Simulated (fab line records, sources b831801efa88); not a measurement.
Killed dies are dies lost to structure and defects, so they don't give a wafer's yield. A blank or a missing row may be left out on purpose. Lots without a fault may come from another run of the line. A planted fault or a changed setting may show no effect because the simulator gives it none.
Which tool did it? | flow gf180mcu | 13 lots, 39 wafers sampled, at 1 step of a route of 602

WHAT THE GAUGES READ, wafer by wafer
GF_V3_RS_MEAS_24: measures by four-point-probe.
lot  | measured     | on            | V3_W_RS (ohm/sq)
L336 | day 23 06:53 | film_metro-03 | 0.338 0.335 0.336
L338 | day 24 05:50 | film_metro-01 | 0.338 0.338 0.335
L339 | day 24 13:29 | film_metro-01 | 0.327 0.322 0.325
L343 | day 25 23:23 | film_metro-02 | 0.325 0.327 0.325
L344 | day 26 07:58 | film_metro-03 | 0.329 0.329 0.328
L346 | day 26 20:36 | film_metro-02 | 0.330 0.326 0.326
L347 | day 27 05:32 | film_metro-03 | 0.326 0.325 0.323
L349 | day 27 21:14 | film_metro-01 | 0.326 0.330 0.326
L348 | day 27 22:29 | film_metro-02 | 0.330 0.330 0.333
L353 | day 29 01:23 | film_metro-02 | 0.330 0.333 0.329
L354 | day 29 01:40 | film_metro-01 | 0.326 0.320 0.327
L355 | day 29 13:15 | film_metro-03 | 0.322 0.322 0.321
L356 | day 29 15:22 | film_metro-03 | 0.329 0.328 0.325

WHICH TOOL RAN EACH LOT (tool, then ch and the chambers of the sampled wafers, then the start)
The record holds no process step before these readings.

WHAT THE TOOLS THEMSELVES READ (means of the sampled wafers that have a number; where no wafer has one, the mark that the record gives instead)
The record holds no such reading with a usual standard deviation.

THE ANSWER, worked out from the rows above alone
Rule: what is usual is taken from the lots themselves. Put in order of their means at a reading, lots are off if they are a third of the lots or fewer, leave a main group of 4 or more, and stand apart from it by a gap of 3 or more times the standard deviation of the main group's means; of several such gaps the widest counts. A main group whose means are all the same, to the digits that the tables above print for the reading, isn't used. A lot without any number at a reading at which 4 lots or more have one is off too. The other lots that the step has rows for count as sound. The gauges are gone through in route order, then the tools' own readings, and for those a lot's mean is taken as printed above. The first step at which some lot is off is used, and at that step the reading that is off furthest; a lot without a number counts as furthest.
No lot is off at any reading shown: from this, nothing can be told.

WHAT THE SIMULATOR HAD PUT IN
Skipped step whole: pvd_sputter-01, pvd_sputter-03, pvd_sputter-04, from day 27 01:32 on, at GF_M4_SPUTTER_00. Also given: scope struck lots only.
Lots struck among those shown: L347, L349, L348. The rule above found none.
